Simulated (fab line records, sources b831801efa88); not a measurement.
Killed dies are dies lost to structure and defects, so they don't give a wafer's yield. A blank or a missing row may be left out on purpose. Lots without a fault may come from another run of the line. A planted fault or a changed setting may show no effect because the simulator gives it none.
Which tool did it? | flow gf180mcu | 14 lots, 42 wafers sampled, at 3 steps of a route of 602

WHAT THE GAUGES READ, wafer by wafer
GF_M5_OVL_MEAS_08. Usual: M5_OVL -2 nm, standard deviation 5.
lot  | measured     | on         | M5_OVL (nm) | flag
L208 | day 26 14:41 | overlay-01 | -5 -8 -7    |
L209 | day 27 00:50 | overlay-02 | -1 -5 -12   |
L211 | day 27 05:14 | overlay-02 | -14 -7 -10  |
L213 | day 28 00:11 | overlay-02 | -9 -5 -7    |
L214 | day 28 06:53 | overlay-02 | -4 -3 -2    |
L216 | day 28 16:11 | overlay-01 | -5 -1 -7    |
L217 | day 29 05:08 | overlay-02 | 2 -3 -4     |
L218 | day 29 10:29 | overlay-02 | - - -       | OFF
L219 | day 29 17:26 | overlay-01 | - - -       | OFF
L226 | day 31 18:17 | overlay-02 | 0 -4 1      |
L227 | day 32 02:35 | overlay-01 | -1 -6 2     |
L228 | day 32 07:11 | overlay-01 | 7 3 1       |
L229 | day 32 07:44 | overlay-01 | 2 -1 5      |
L230 | day 32 19:41 | overlay-01 | -14 -9 -4   |

WHICH TOOL RAN EACH LOT (tool, then ch and the chambers of the sampled wafers, then the start)
lot  | GF_MIM_SPUTTER_01            | GF_M5_DEVELOP_06
L208 | pvd_sputter-02, day 24 19:59 | litho_track-04 ch 0, day 26 14:26
L209 | pvd_sputter-02, day 25 06:25 | litho_track-04 ch 0, day 27 00:34
L211 | pvd_sputter-03, day 25 10:01 | litho_track-04 ch 0, day 27 04:59
L213 | pvd_sputter-02, day 26 07:16 | litho_track-02 ch 0, day 27 23:55
L214 | pvd_sputter-02, day 26 15:46 | litho_track-01 ch 0, day 28 06:37
L216 | pvd_sputter-04, day 27 00:00 | litho_track-01 ch 0, day 28 15:55
L217 | pvd_sputter-04, day 27 12:51 | litho_track-02 ch 0, day 29 04:52
L218 | pvd_sputter-03, day 27 20:04 | litho_track-02, day 29 10:14
L219 | pvd_sputter-03, day 28 02:15 | litho_track-01, day 29 17:10
L226 | pvd_sputter-02, day 30 05:46 | litho_track-01 ch 0, day 31 18:01
L227 | pvd_sputter-04, day 30 14:40 | litho_track-04 ch 0, day 32 02:19
L228 | pvd_sputter-02, day 30 19:59 | litho_track-02 ch 0, day 32 06:55
L229 | pvd_sputter-03, day 30 20:00 | litho_track-01 ch 0, day 32 07:28
L230 | pvd_sputter-04, day 31 09:31 | litho_track-01 ch 0, day 32 19:25
- GF_MIM_SPUTTER_01: material TiN, target thk 30 nm, time 25 s.
- GF_M5_DEVELOP_06: develop time 60 s.

WHAT THE TOOLS THEMSELVES READ (means of the sampled wafers that have a number; where no wafer has one, the mark that the record gives instead)
GF_MIM_SPUTTER_01. Usual: throttle_valve_pct 30.0 %, standard deviation 1.2.
lot  | tool           | throttle_valve_pct (%) | flag
L208 | pvd_sputter-02 | 30.2                   |
L209 | pvd_sputter-02 | 29.8                   |
L211 | pvd_sputter-03 | 30.1                   |
L213 | pvd_sputter-02 | 29.8                   |
L214 | pvd_sputter-02 | 29.3                   |
L216 | pvd_sputter-04 | 29.6                   |
L217 | pvd_sputter-04 | 29.9                   |
L218 | pvd_sputter-03 | 30.5                   |
L219 | pvd_sputter-03 | 29.4                   |
L226 | pvd_sputter-02 | 29.8                   |
L227 | pvd_sputter-04 | 29.7                   |
L228 | pvd_sputter-02 | 29.5                   |
L229 | pvd_sputter-03 | 30.7                   |
L230 | pvd_sputter-04 | 30.0                   |

GF_M5_DEVELOP_06. Usual: chill_plate_temp_C 22.99 C, standard deviation 0.11.
lot  | tool           | chill_plate_temp_C (C) | flag
L208 | litho_track-04 | 22.96                  |
L209 | litho_track-04 | 22.99                  |
L211 | litho_track-04 | 23.00                  |
L213 | litho_track-02 | 22.89                  |
L214 | litho_track-01 | 22.91                  |
L216 | litho_track-01 | 22.91                  |
L217 | litho_track-02 | 23.01                  |
L218 | litho_track-02 | -                      | OFF
L219 | litho_track-01 | -                      | OFF
L226 | litho_track-01 | 22.91                  |
L227 | litho_track-04 | 23.10                  |
L228 | litho_track-02 | 22.99                  |
L229 | litho_track-01 | 22.96                  |
L230 | litho_track-01 | 23.05                  |

THE ANSWER, worked out from the rows above alone
Rule: a lot is off if the mean of its wafers that have a number lies more than 3 standard deviations from the usual mean. A lot without any number at a reading at which 4 lots or more have one is off too. The other lots that the step has rows for count as sound. The gauges are gone through in route order, then the tools' own readings, and for those a lot's mean is taken as printed above. The first step at which some lot is off is used, and at that step the reading that is off furthest; a lot without a number counts as furthest.
Off: L218, L219, at GF_M5_OVL_MEAS_08 (M5_OVL). Without a number there: L218, L219.
A tool fits if, at a process step before that reading, it ran every lot that is off, and no sound lot after the first of them. The gauges at GF_M5_OVL_MEAS_08 aren't tried: what is off there is off at GF_M5_DEVELOP_06 too, on other tools, and a gauge's error can't cause that. None of those tried fits.

WHAT THE SIMULATOR HAD PUT IN
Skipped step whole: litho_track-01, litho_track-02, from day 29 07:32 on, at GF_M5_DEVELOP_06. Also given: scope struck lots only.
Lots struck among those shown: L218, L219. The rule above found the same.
